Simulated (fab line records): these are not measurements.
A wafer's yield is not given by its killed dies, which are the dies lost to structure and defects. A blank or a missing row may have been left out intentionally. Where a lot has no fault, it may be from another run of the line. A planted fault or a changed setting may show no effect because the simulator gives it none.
fab line records | flow sky130
record lots=5 wafers=15 last-day=49
route steps=708 shown VIA3@577 METAL4@598 CAP2M@603 PAD_OPEN@708
lots untouched by any fault: they come from a run of this same line in which no faults occurred
start-h: hours from the record's first day to the start of the lot's first wafer shown | wait-h: how many hours have passed since the lot's step before this one | " same as the row above | L1.1+2: several wafers, shown together as one row | - value missing, or start not given | * or withheld: withheld | < > ~ a bound
route shown NAME@n: NAME is a module with steps in the file, n the number in the route of the first one | usual: the fault-free wafers' mean and standard deviation | same: alike in all rows | chamber/n: place in a boat | sites: per-site readings | _std_site: the standard deviation of these | _edge_site: inner sites' mean taken away from outer sites' mean | radius-mm: for every site, how far away it sits from the centre of the wafer | mask NAME#n: copy n | behind: tool/chamber where the wafer was last shaped | hold: cause of the lot's hold/its duration in hours/its outcome | device: the n, p or np transistor that did not switch | end of line: the route-end tests of the same wafers | a step without rows: its recipe alone | killed: dies that structure and defects cost at the first sort, which is not the same as the wafer's yield | map: per-die view of a wafer (x killed, . not killed, _ where there is no die)
set.NAME: the setting as run; set.NAME@STEP: as run at that earlier step | model.NAME: the simulator's own value behind a step, which no gauge read
certain route steps with their lots: each step a table, each wafer a row
services: a tool's chamber out of use, with start hour (start-h, from the record's first day; less than 0 if before it), hours out, and reason
## steps
# step SKY_VIA3_DEHYDRATE_04
# recipe temp-c=200 time-s=60
# step SKY_VIA3_HMDS_05
# recipe prime-time-s=60 prime-temp-c=120
# step SKY_VIA3_COAT_06
# recipe resist=BARC temp-c=withheld time-s=withheld spin-rpm=3000 resist-thk-nm=60
# step SKY_VIA3_COAT_07
# recipe resist=KrF-thick spin-rpm=3000 resist-thk-nm=450
# step SKY_VIA3_SOFTBAKE_08
# recipe temp-c=100 time-s=90 resist=KrF-thick
# step SKY_VIA3_EXPOSE_09
# recipe mask-id=VIM3 na=0.8 source-shape=annular sigma-inner=0.55 sigma-outer=0.85 target-cd-nm=200 dose-mj=38
# step SKY_VIA3_PEB_10
# recipe peb-temp-c=withheld peb-time-s=withheld resist=KrF-thick
# step SKY_VIA3_DEVELOP_11
# recipe develop-time-s=60 resist=KrF-thick dev-temp-c=21
# step SKY_VIA3_CD_MEAS_12
# recipe target-cd-nm=200
# usual cd-nm=200.1/1.3
# columns lot.wafer tool chamber start-h wait-h cd-nm
L451.2 cd-sem-02 - 939.69 - 200.6
L451.3 " - " " 199.3
L451.4 " - " " 201.4
L459.3 cd-sem-01 - 987.52 - 198.2
L459.5 " - " " 198.1
L459.6 " - " " 198.6
L461.2 cd-sem-02 - 1006.65 - 200.2
L461.3 " - " " 199.0
L461.4 " - " " 199.1
L469.1 cd-sem-01 - 1059.92 - 199.6
L469.3 " - " " 199.4
L469.4 " - " " 200.4
L470.3 cd-sem-02 - 1062.46 - 197.8
L470.5 " - " " 198.6
L470.6 " - " " 198.4
# step SKY_VIA3_OVL_MEAS_13
# usual VIA3_OVL=-3/5.3
# columns lot.wafer tool chamber start-h wait-h VIA3_OVL[nm]
L451.2 overlay-02 - 939.79 0.1 5
L451.3 " - " " 4
L451.4 " - " " -7
L459.3 overlay-02 - 987.62 0.1 -1
L459.5 " - " " 1
L459.6 " - " " -4
L461.2 overlay-01 - 1006.76 0.1 2
L461.3 " - " " 2
L461.4 " - " " 2
L469.1 overlay-02 - 1060.04 0.1 -9
L469.3 " - " " -10
L469.4 " - " " -3
L470.3 overlay-02 - 1062.55 0.1 -5
L470.5 " - " " -3
L470.6 " - " " -3
# step SKY_VIA3_ETCH_14
# recipe chemistry=N2/H2 target=BARC ion-energy-ev=200 source-w=500 bias-w=100 pressure-mtorr=30 n2-flow-sccm=100 h2-flow-sccm=200 stop-on=SiO2 time-s=45.9 target-depth-a=600
# step SKY_VIA3_ETCH_15
# recipe target=SiO2 chemistry=C4F8/O2/Ar target-depth-nm=507 stop-on=TiN mask-material=KrF-thick source-w=1500 bias-w=1200 pressure-mtorr=40 c4f8-flow-sccm=withheld O2_flow_sccm=6 Ar_flow_sccm=300 time-s=78
# step SKY_VIA3_STRIP_16
# recipe chemistry=O2/N2 power-w=1400 pressure-mtorr=1500 platen-temp-c=withheld o2-flow-sccm=3000 n2-flow-sccm=300 overash-fraction=0.5
# usual drypump-motor-current-A=5.8/0.35 oes-product-au=0.403/0.0045 strip-time-to-endpoint-s=4.135/0.02
# same overash-fraction=0.5
# columns lot.wafer tool chamber start-h wait-h drypump-motor-current-A oes-product-au rf-hours-counter-h strip-time-to-endpoint-s
L451.2 plasma-asher-04 0 939.93 0.0 5.4 0.406 53 4.136
L451.3 " 0 " " 5.4 0.400 - 4.091
L451.4 " 1 " " 5.8 0.405 - 4.118
L459.3 plasma-asher-01 1 987.78 0.1 6.1 0.405 - 4.165
L459.5 " 0 " " 6.3 0.406 - 4.156
L459.6 " 1 " " 6.1 0.398 - 4.166
L461.2 plasma-asher-04 0 1006.89 0.0 5.4 0.396 59 4.104
L461.3 " 1 " " 5.8 0.401 - 4.117
L461.4 " 0 " " 5.4 0.404 - 4.113
L469.1 plasma-asher-01 0 1060.18 0.0 6.3 0.400 27 4.133
L469.3 " 0 " " 6.3 0.403 - 4.128
L469.4 " 1 " " 6.1 0.405 - 4.107
L470.3 plasma-asher-01 1 1062.71 0.1 6.1 0.401 - 4.130
L470.5 " 1 " " 6.1 0.404 - 4.128
L470.6 " 0 " " 6.3 0.403 - 4.130
# step SKY_VIA3_STRIP_17
# recipe chemistry=post-etch-residue-remover time-s=1200 temp-c=72.5
# step SKY_VIA3_CLEAN_18
# recipe chemistry=IPA time-s=180 temp-c=25
# step SKY_VIA3_CLEAN_19
# recipe chemistry=O3/DIW dry=n2-spin
# step SKY_VIA3_SPUTTER_20
# recipe material=TiN target-thk-nm=20 chamber-pressure-pa=5 power-w=4000 time-s=80
# usual throttle-valve-pct=29.9/1.2
# columns lot.wafer tool chamber start-h wait-h throttle-valve-pct
L451.2 pvd-sputter-01 - 940.67 0.0 30.4
L451.3 " - " " 31.5
L451.4 " - " " 28.6
L459.3 pvd-sputter-03 - 988.33 0.0 30.0
L459.5 " - " " 30.1
L459.6 " - " " 29.9
L461.2 pvd-sputter-01 - 1007.92 0.0 30.1
L461.3 " - " " 31.4
L461.4 " - " " 28.8
L469.1 pvd-sputter-03 - 1060.80 0.0 29.6
L469.3 " - " " 30.1
L469.4 " - " " 28.0
L470.3 pvd-sputter-03 - 1063.27 0.0 29.8
L470.5 " - " " 29.9
L470.6 " - " " 30.1
# step SKY_VIA3_CVD_21
# recipe material=W target-thk-nm=390 time-s=117.31 temp-c=400 pressure-torr=40
# step SKY_VIA3_RS_MEAS_22
# recipe thk-meas-gauge=four-point-probe reads=W_of_VIA3_CVD_21+TiN_of_VIA3_SPUTTER_20
# usual VIA3_W_RS=0.291/0.004
# columns lot.wafer tool chamber start-h wait-h VIA3_W_RS[ohm/sq]
L451.2 film-metro-04 - 940.87 0.1 0.291
L451.3 " - " " 0.287
L451.4 " - " " 0.285
L459.3 film-metro-02 - 988.56 0.1 0.290
L459.5 " - " " 0.291
L459.6 " - " " 0.294
L461.2 film-metro-02 - 1008.12 0.1 0.287
L461.3 " - " " 0.292
L461.4 " - " " 0.287
L469.1 film-metro-04 - 1060.98 0.1 0.293
L469.3 " - " " 0.284
L469.4 " - " " 0.291
L470.3 film-metro-03 - 1063.50 0.1 0.295
L470.5 " - " " 0.296
L470.6 " - " " 0.291
# step SKY_VIA3_THK_MEAS_23
# recipe thk-meas-gauge=xrf reads=W_of_VIA3_CVD_21
# usual VIA3_W_THK=399/7.7
# columns lot.wafer tool chamber start-h wait-h VIA3_W_THK[nm]
L451.2 film-metro-04 - 940.98 0.1 396
L451.3 " - " " 400
L451.4 " - " " 403
L459.3 film-metro-02 - 988.66 0.1 414
L459.5 " - " " 410
L459.6 " - " " 406
L461.2 film-metro-02 - 1008.23 0.1 409
L461.3 " - " " 406
L461.4 " - " " 412
L469.1 film-metro-04 - 1061.10 0.1 395
L469.3 " - " " 402
L469.4 " - " " 393
L470.3 film-metro-03 - 1063.60 0.1 397
L470.5 " - " " 398
L470.6 " - " " 405
# step SKY_VIA3_CMP_24
# recipe stop-on=SiO2 t-overpolish-s=20 down-force-psi=3.5 platen-rpm=60 target-thk-nm=0 pad-velocity-m-s=0.94248
# step SKY_METAL4_SPUTTER_00
# recipe material=Ti target-thk-nm=15 power-w=3000 time-s=10 chamber-pressure-pa=0.4
# step SKY_METAL4_SPUTTER_01
# recipe material=TiN target-thk-nm=20 power-w=6500 time-s=16.7 chamber-pressure-pa=0.4
# step SKY_METAL4_SPUTTER_02
# recipe material=AlCu target-thk-nm=735 power-w=10600 time-s=39.1 chamber-pressure-pa=0.4
# usual throttle-valve-pct=30.1/1
# columns lot.wafer tool chamber start-h wait-h throttle-valve-pct
L451.2 pvd-sputter-01 - 941.38 0.0 30.5
L451.3 " - " " 28.7
L451.4 " - " " 31.5
L459.3 pvd-sputter-02 - 989.05 0.0 31.2
L459.5 " - " " 30.0
L459.6 " - " " 29.9
L461.2 pvd-sputter-02 - 1008.63 0.0 31.1
L461.3 " - " " 30.0
L461.4 " - " " 28.7
L469.1 pvd-sputter-02 - 1061.51 0.0 30.0
L469.3 " - " " 28.8
L469.4 " - " " 29.8
L470.3 pvd-sputter-04 - 1063.99 0.0 30.4
L470.5 " - " " 32.5
L470.6 " - " " 29.9
# step SKY_METAL4_SPUTTER_03
# recipe material=Ti target-thk-nm=5 power-w=3000 time-s=3.3 chamber-pressure-pa=0.4
# usual throttle-valve-pct=30.1/1
# columns lot.wafer tool chamber start-h wait-h throttle-valve-pct
L451.2 pvd-sputter-01 - 941.42 0.0 30.3
L451.3 " - " " 28.5
L451.4 " - " " 31.6
L459.3 pvd-sputter-02 - 989.08 0.0 31.1
L459.5 " - " " 29.8
L459.6 " - " " 30.1
L461.2 pvd-sputter-02 - 1008.67 0.0 31.1
L461.3 " - " " 29.9
L461.4 " - " " 28.6
L469.1 pvd-sputter-02 - 1061.55 0.0 30.0
L469.3 " - " " 28.8
L469.4 " - " " 29.7
L470.3 pvd-sputter-04 - 1064.02 0.0 30.3
L470.5 " - " " 32.4
L470.6 " - " " 29.4
# step SKY_METAL4_SPUTTER_04
# recipe material=TiN target-thk-nm=70 power-w=6500 time-s=58.3 chamber-pressure-pa=0.4
# step SKY_CAP2M_CVD_00
# recipe material=SiO2 target-thk-nm=15.5 temp-c=400 time-s=withheld rf-w=450
# usual heater-power-w=693/79
# columns lot.wafer tool chamber start-h wait-h heater-power-w
L451.2 pecvd-03 0 941.48 0.0 635
L451.3 " 1 " " 847
L451.4 " 1 " " 875
L459.3 pecvd-02 1 989.15 0.0 640
L459.5 " 1 " " 651
L459.6 " 0 " " 795
L461.2 pecvd-03 0 1008.74 0.0 654
L461.3 " 1 " " 845
L461.4 " 2 " " 661
L469.1 pecvd-01 1 1061.62 0.0 747
L469.3 " 2 " " 740
L469.4 " 2 " " 739
L470.3 pecvd-02 0 1064.09 0.0 847
L470.5 " 1 " " 629
L470.6 " 0 " " 840
# step SKY_CAP2M_THK_MEAS_01
# recipe reads=SiO2_of_CAP2M_CVD_00
# usual CAP2M_CVD_00_THK=15.53/0.21
# columns lot.wafer tool chamber start-h wait-h CAP2M_CVD_00_THK[nm]
L451.2 film-metro-04 - 941.52 - 15.33
L451.3 " - " " 15.38
L451.4 " - " " 15.49
L459.3 film-metro-01 - 989.19 - 15.27
L459.5 " - " " 15.43
L459.6 " - " " 15.84
L461.2 film-metro-04 - 1008.77 - 15.40
L461.3 " - " " 15.24
L461.4 " - " " 15.40
L469.1 film-metro-01 - 1061.64 - 15.37
L469.3 " - " " 15.40
L469.4 " - " " 15.58
L470.3 film-metro-04 - 1064.13 - 15.45
L470.5 " - " " 15.41
L470.6 " - " " 15.61
# step SKY_CAP2M_SPUTTER_02
# recipe material=TiN target-thk-nm=200 temp-c=300 power-w=6500 time-s=166.7 chamber-pressure-pa=0.4
# step SKY_CAP2M_RS_MEAS_03
# recipe thk-meas-gauge=four-point-probe reads=TiN_of_CAP2M_SPUTTER_02
# usual CAP2M_TIN_RS=6.87/0.074
# columns lot.wafer tool chamber start-h wait-h CAP2M_TIN_RS[ohm/sq]
L451.2 film-metro-02 - 941.70 0.1 6.89
L451.3 " - " " 6.90
L451.4 " - " " 6.89
L459.3 film-metro-04 - 989.38 0.1 6.78
L459.5 " - " " 6.76
L459.6 " - " " 6.71
L461.2 film-metro-01 - 1008.95 0.1 6.87
L461.3 " - " " 6.90
L461.4 " - " " 6.85
L469.1 film-metro-04 - 1061.81 0.1 6.71
L469.3 " - " " 6.78
L469.4 " - " " 6.77
L470.3 film-metro-04 - 1064.32 0.1 6.92
L470.5 " - " " 6.93
L470.6 " - " " 6.87
# step SKY_CAP2M_THK_MEAS_04
# recipe thk-meas-gauge=xrf reads=TiN_of_CAP2M_SPUTTER_02
# usual CAP2M_TIN_THK=204.5/2.2
# columns lot.wafer tool chamber start-h wait-h CAP2M_TIN_THK[nm]
L451.2 film-metro-02 - 941.81 0.1 204.2
L451.3 " - " " 203.8
L451.4 " - " " 203.4
L459.3 film-metro-04 - 989.48 0.1 207.0
L459.5 " - " " 207.7
L459.6 " - " " 209.2
L461.2 film-metro-01 - 1009.06 0.1 204.3
L461.3 " - " " 205.0
L461.4 " - " " 205.6
L469.1 film-metro-04 - 1061.93 0.1 208.3
L469.3 " - " " 206.4
L469.4 " - " " 208.8
L470.3 film-metro-04 - 1064.42 0.1 202.5
L470.5 " - " " 203.7
L470.6 " - " " 203.3
# step SKY_CAP2M_DEHYDRATE_05
# recipe temp-c=200 time-s=60
# step SKY_CAP2M_HMDS_06
# recipe prime-time-s=60 prime-temp-c=120
# step SKY_CAP2M_COAT_07
# recipe resist=NOVOLAK spin-rpm=3000 resist-thk-nm=1140
# step SKY_CAP2M_SOFTBAKE_08
# recipe temp-c=90 time-s=60 resist=NOVOLAK
# step SKY_CAP2M_EXPOSE_09
# recipe mask-id=CAP2M na=0.6 source-shape=conventional sigma-outer=0.6 polarization=unpolarized target-cd-nm=1000 dose-mj=161
# step SKY_CAP2M_PEB_10
# recipe temp-c=withheld time-s=* resist=NOVOLAK
# step SKY_CAP2M_DEVELOP_11
# recipe resist=NOVOLAK developer=TMAH develop-time-s=60 dev-temp-c=23
# step SKY_CAP2M_OVL_MEAS_12
# usual CAP2M_OVL=0.0/1.5
# columns lot.wafer tool chamber start-h wait-h CAP2M_OVL[nm]
L451.2 overlay-01 - 965.84 0.1 0.2
L451.3 " - " " -0.8
L451.4 " - " " 1.3
L459.3 overlay-01 - 1012.85 0.1 -0.9
L459.5 " - " " -2.0
L459.6 " - " " -0.7
L461.2 overlay-02 - 1031.99 0.1 1.6
L461.3 " - " " 0.8
L461.4 " - " " 1.9
L469.1 overlay-02 - 1082.63 0.1 -1.1
L469.3 " - " " -3.3
L469.4 " - " " -0.7
L470.3 overlay-01 - 1085.69 0.1 3.0
L470.5 " - " " 2.2
L470.6 " - " " 0.7
# step SKY_CAP2M_METAL_ETCH_13
# recipe target-depth-nm=220 stop-on=SiO2 chemistry=Cl2/BCl3 target=TiN pressure-mtorr=10 icp-w=900 bias-w=48.5 Cl2_flow_sccm=60 bcl3-flow-sccm=30 time-s=62.9
# step SKY_CAP2M_STRIP_14
# recipe chemistry=O2/N2 power-w=1400 pressure-mtorr=1500 platen-temp-c=withheld o2-flow-sccm=3000 n2-flow-sccm=300 overash-fraction=0.5
# usual drypump-motor-current-A=5.6/0.53 oes-product-au=0.710/0.004 strip-time-to-endpoint-s=12.67/0.048
# same overash-fraction=0.5
# columns lot.wafer tool chamber start-h wait-h drypump-motor-current-A oes-product-au rf-hours-counter-h strip-time-to-endpoint-s
L451.2 plasma-asher-02 1 965.94 0.1 4.8 0.714 113 12.65
L451.3 " 0 " " 5.5 0.710 - 12.68
L451.4 " 1 " " 4.8 0.706 - 12.67
L459.3 plasma-asher-01 1 1012.98 0.1 6.1 0.703 - 12.69
L459.5 " 1 " " 6.1 0.709 - 12.74
L459.6 " 0 " " 6.3 0.703 - 12.65
L461.2 plasma-asher-04 0 1032.10 0.1 5.4 0.713 62 12.63
L461.3 " 1 " " 5.8 0.711 - 12.65
L461.4 " 0 " " 5.4 0.712 - 12.61
L469.1 plasma-asher-04 1 1082.82 0.1 5.8 0.711 68 12.71
L469.3 " 1 " " 5.8 0.711 - 12.73
L469.4 " 0 " " 5.4 0.708 - 12.69
L470.3 plasma-asher-02 1 1085.83 0.1 4.7 0.708 - 12.69
L470.5 " 0 " " 5.4 0.718 - 12.73
L470.6 " 1 " " 4.7 0.703 - 12.72
# step SKY_CAP2M_STRIP_15
# recipe chemistry=post-etch-residue-remover time-s=1200 temp-c=72.5
# step SKY_PAD_OPEN_PROBE_99
# usual defect-limited-yield=82.9/1.8 killed_at_M0_to_M3=42/7.2 killed_at_M4_up=3.2/1.8 killed-at-contacts=24/5.4 killed-at-front-end=15/4 killed-at-other=0.3/0.59 killed-dies=84/9 killed-open=46/7.1 killed-short=38/6 sort_bin_3_pad_short=0.8/0.41 sort_bin_5_function=10.1/1.3 sort_bin_6_memory=6.3/1.2 sort-n-pass=408/9 sort-yield-pct=82.9/1.8
# same gross-dies=492 killed-at-back-side=0 sort_bin_4_leakage[%]=0 sort_bin_8_speed[%]=0
# columns lot.wafer tool chamber start-h wait-h hold defect-limited-yield[%] killed_at_M0_to_M3 killed_at_M4_up killed-at-contacts killed-at-front-end killed-at-other killed-dies killed-open killed-short sort_bin_3_pad_short[%] sort_bin_5_function[%] sort_bin_6_memory[%] sort-n-pass sort-yield-pct[%] model.etest.tester.sort-n-pass model.etest.tester.sort-yield-pct model.etest.tester.sort_bin_5_pct model.etest.tester.sort_bin_3_pct
L451.2 prober-01 - 1087.50 0.1 - 82.3 47 2 22 15 1 87 44 42 1.0 11.0 5.7 405 82.3 405 82.32 10.98 1.016
L451.3 prober-01 - 1087.55 0.2 - 82.1 31 3 33 21 0 88 55 33 1.0 10.8 6.1 404 82.1 404 82.11 10.77 1.016
L451.4 prober-01 - 1087.60 0.2 - 84.8 38 5 18 14 0 75 33 42 2.0 7.7 5.5 417 84.8 417 84.76 7.724 2.033
L459.3 prober-01 - 1128.66 0.2 - 82.1 41 4 24 19 0 88 44 44 0.4 9.8 7.7 404 82.1 404 82.11 9.756 0.4065
L459.5 prober-01 - 1128.76 0.2 - 78.9 44 2 32 26 0 104 52 50 0.4 12.4 8.3 388 78.9 388 78.86 12.4 0.4065
L459.6 prober-01 - 1128.81 0.2 - 83.3 39 6 25 12 0 82 39 43 1.0 10.2 5.5 410 83.3 410 83.33 10.16 1.016
L461.2 prober-01 - 1145.98 0.1 await-dispo/6.2h/release 83.7 51 2 14 12 1 80 30 28 2.2 8.9 5.1 412 83.7 412 83.74 8.943 2.236
L461.3 prober-01 - 1146.03 0.2 await-dispo/6.2h/release 72.6 95 4 20 16 0 135 39 33 3.7 18.3 5.5 357 72.6 357 72.56 18.29 3.659
L461.4 prober-01 - 1146.08 0.2 await-dispo/6.2h/release 79.5 62 1 21 16 1 101 44 36 2.4 12.6 5.5 391 79.5 391 79.47 12.6 2.439
L469.1 prober-01 - 1180.40 0.1 - 82.1 44 2 26 16 0 88 47 41 0.2 11.0 6.7 404 82.1 404 82.11 10.98 0.2033
L469.3 prober-01 - 1180.50 0.2 - 85.2 34 1 22 16 0 73 42 31 1.2 7.7 5.9 419 85.2 419 85.16 7.724 1.22
L469.4 prober-01 - 1180.55 0.2 - 83.9 37 2 21 19 0 79 41 38 1.4 9.6 5.1 413 83.9 413 83.94 9.553 1.423
L470.3 prober-02 - 1182.91 0.2 - 81.3 45 2 29 14 2 92 61 30 0.6 10.6 7.5 400 81.3 400 81.3 10.57 0.6098
L470.5 prober-02 - 1183.01 0.2 - 84.1 38 5 26 9 0 78 39 39 0.2 9.3 6.3 414 84.1 414 84.15 9.35 0.2033
L470.6 prober-02 - 1183.06 0.2 - 84.3 34 6 19 18 0 77 41 36 0.4 8.5 6.7 415 84.3 415 84.35 8.537 0.4065
# killed by level:class
L451.2 VIA1:geometric-particle:open=12 CONTACT:geometric-particle:open=10 VIA2:geometric-particle:open=6 FIELD_ISO:geometric-particle:open=5 LOCAL_INTERCONNECT:geometric-particle:short=5 METAL2:geometric-particle:short=5 METAL3:geometric-particle:short=5 VIA3:geometric-particle:short=5
L451.3 CONTACT:geometric-particle:open=14 POLY_GATE:geometric-particle:open=8 LI_CONTACT:geometric-particle:open=8 VIA1:geometric-particle:open=7 VIA3:geometric-particle:open=6 POLY_GATE:geometric-particle:short=5 LI_CONTACT:geometric-particle:short=4 FIELD_ISO:geometric-particle:short=3
L451.4 VIA1:geometric-particle:open=8 CONTACT:geometric-particle:short=6 CONTACT:geometric-particle:open=6 VIA1:geometric-particle:short=5 METAL4:geometric-particle:short=5 FIELD_ISO:geometric-particle:short=4 POLY_GATE:geometric-particle:open=4 LI_CONTACT:geometric-particle:short=4
L459.3 VIA1:geometric-particle:open=13 CONTACT:geometric-particle:short=9 VIA2:geometric-particle:short=7 FIELD_ISO:geometric-particle:open=6 CONTACT:geometric-particle:open=6 VIA3:geometric-particle:open=5 POLY_GATE:geometric-particle:open=4 VIA1:geometric-particle:short=4
L459.5 VIA1:geometric-particle:open=13 FIELD_ISO:geometric-particle:short=8 CONTACT:geometric-particle:open=8 FIELD_ISO:geometric-particle:open=7 CONTACT:geometric-particle:short=7 VIA1:geometric-particle:short=7 VIA3:geometric-particle:open=7 LI_CONTACT:geometric-particle:open=6
L459.6 CONTACT:geometric-particle:open=8 VIA1:geometric-particle:open=7 LI_CONTACT:geometric-particle:open=6 VIA1:geometric-particle:short=6 METAL4:geometric-particle:short=6 VIA3:geometric-particle:short=6 VIA2:geometric-particle:open=5 LI_CONTACT:geometric-particle:short=4
L461.2 VIA3:unspecified=22 METAL1:geometric-particle:short=8 CONTACT:geometric-particle:open=7 VIA2:geometric-particle:open=5 VIA1:geometric-particle:open=5 VIA3:geometric-particle:open=5 POLY_GATE:geometric-particle:short=4 FIELD_ISO:geometric-particle:short=3
L461.3 VIA3:unspecified=63 VIA1:geometric-particle:open=13 FIELD_ISO:geometric-particle:open=7 FIELD_ISO:geometric-particle:short=5 LI_CONTACT:geometric-particle:open=5 CONTACT:geometric-particle:open=5 LOCAL_INTERCONNECT:geometric-particle:short=4 METAL2:geometric-particle:short=4
L461.4 VIA3:unspecified=21 VIA1:geometric-particle:open=15 CONTACT:geometric-particle:open=11 FIELD_ISO:geometric-particle:short=7 VIA1:geometric-particle:short=5 POLY_GATE:geometric-particle:short=4 VIA2:geometric-particle:open=4 VIA3:geometric-particle:open=4
L469.1 VIA1:geometric-particle:open=10 FIELD_ISO:geometric-particle:short=8 LI_CONTACT:geometric-particle:open=8 CONTACT:geometric-particle:open=8 METAL1:geometric-particle:short=6 VIA2:geometric-particle:open=6 LOCAL_INTERCONNECT:geometric-particle:short=5 VIA3:geometric-particle:open=5
L469.3 VIA1:geometric-particle:open=9 CONTACT:geometric-particle:open=8 LI_CONTACT:geometric-particle:open=6 POLY_GATE:geometric-particle:short=5 VIA3:geometric-particle:open=5 POLY_GATE:geometric-particle:open=4 LOCAL_INTERCONNECT:geometric-particle:short=4 METAL1:geometric-particle:short=4
L469.4 METAL1:geometric-particle:short=10 VIA1:geometric-particle:open=7 VIA2:geometric-particle:open=6 FIELD_ISO:geometric-particle:short=5 LI_CONTACT:geometric-particle:open=5 LOCAL_INTERCONNECT:geometric-particle:short=5 CONTACT:geometric-particle:open=5 POLY_GATE:geometric-particle:open=4
L470.3 VIA3:geometric-particle:open=12 VIA1:geometric-particle:open=11 LI_CONTACT:geometric-particle:open=10 CONTACT:geometric-particle:open=9 VIA2:geometric-particle:open=6 LOCAL_INTERCONNECT:geometric-particle:short=5 VIA1:geometric-particle:short=5 FIELD_ISO:geometric-particle:open=4
L470.5 CONTACT:geometric-particle:open=12 VIA1:geometric-particle:open=7 VIA1:geometric-particle:short=5 VIA2:geometric-particle:open=5 FIELD_ISO:geometric-particle:short=4 LI_CONTACT:geometric-particle:open=4 LOCAL_INTERCONNECT:geometric-particle:short=4 METAL1:geometric-particle:short=4
L470.6 VIA1:geometric-particle:open=8 CONTACT:geometric-particle:open=7 VIA3:geometric-particle:open=7 METAL1:geometric-particle:short=5 FIELD_ISO:geometric-particle:open=4 FIELD_ISO:geometric-particle:short=4 POLY_GATE:geometric-particle:short=4 LOCAL_INTERCONNECT:geometric-particle:short=4
# map L461.3 (x killed, . not)
__________x.x......._________
________.............._______
______..x.......xx.x...._____
_____........x..x.....xxx____
____.x........x........x..___
___.x...x...............xx.__
__.......x............xx.x.._
_...................x.....x..
_.......xx...................
_.........x..x.x.x.......x..x
_........x...x...xx....xx....
_.........x.x....x..........x
_.........x...........x.xxx..
_...x....x.x...x..x...xxx....
_.....x.xxxxxxx.........x....
__.......xxxxxxx......x....._
___x....xxxxxxxxxx......x..__
____x.xxxxxxxxxxx.....x...___
_____.x.xxxxxxxxx....xx..____
______x.xxxxxxxxxx..x..x_____
________xxxxxxxx......_______
__________x.xxxx...._________
# map L451.3 (x killed, . not)
__________.x........_________
________.....x........_______
______.x.x.x....x....x.x_____
_____..xx.x.x............____
____.x.....xx.............___
___..xx..x..x..............__
__...x......xx...xxx..xxxx.x_
_....x......x...........x.x..
_.........x.........x........
_x......x...................x
_.x..x..x............x..x..x.
_...x...xx.x....x............
_x....x.....xx..x....x.......
_...xx.........x.x........x..
_............x...........x...
__.....x..x.xx.x...........x_
___.......x..x..........x.x__
____x.....xx.x..x...x..x..___
_____..x.......x...xx...x____
______.....xx..........._____
________.............._______
__________...x......_________
## services
# columns tool chamber start-h hours kind
pecvd-03 2 932.57 5.5 scheduled-down
pvd-sputter-03 - 939.44 8.1 repair
pecvd-01 1 944.81 5.7 repair
pecvd-02 0 949.64 2.1 scheduled-down
plasma-asher-02 - 952.72 1.2 repair
pecvd-02 2 958.41 5.5 scheduled-down
plasma-asher-01 - 962.56 0.5 repair
pecvd-01 2 962.73 5.3 repair
plasma-asher-04 - 964.23 2.4 repair
pecvd-01 - 972.07 0.9 repair
pvd-sputter-02 - 975.52 0.5 repair
pecvd-03 - 985.38 6.0 pm
pvd-sputter-01 - 986.81 5.0 repair
pvd-sputter-01 - 994.27 3.0 repair
pvd-sputter-01 - 1001.47 4.3 repair
pecvd-02 - 1007.01 1.2 repair
pecvd-02 - 1007.50 2.3 repair
pecvd-02 2 1009.32 5.7 repair
pvd-sputter-02 - 1011.14 3.4 repair
pvd-sputter-01 - 1026.42 1.4 repair
plasma-asher-02 - 1055.25 9.0 pm
pvd-sputter-01 - 1061.81 15.0 repair
plasma-asher-01 - 1063.15 4.8 repair
plasma-asher-01 - 1075.30 5.4 repair
## key
first-sign step=SKY_PAD_OPEN_PROBE_99 reading=sort_bin_3_pad_short direction=up sigmas=4.8 usual=0.8 struck=2.8
effect step=SKY_PAD_OPEN_PROBE_99 reading=killed_at_M0_to_M3 direction=up sigmas=3.8 usual=42 struck=69
model-effect step=SKY_PAD_OPEN_PROBE_99 value=etest.tester.sort-n-pass without=417.7 struck=386.7
met-at SKY_VIA3_STRIP_16
struck-wafers L461.2,L461.3,L461.4
onset-between 939.93 1006.89
also-fits SKY_VIA3_SPUTTER_20:pvd-sputter-01,SKY_CAP2M_CVD_00:pecvd-03
fault kind=chamber-particle-source tool=plasma-asher-04 chamber=- onset-h=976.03 steps=SKY_VIA3_STRIP_16 rate-per-visit-cm2=1.5235
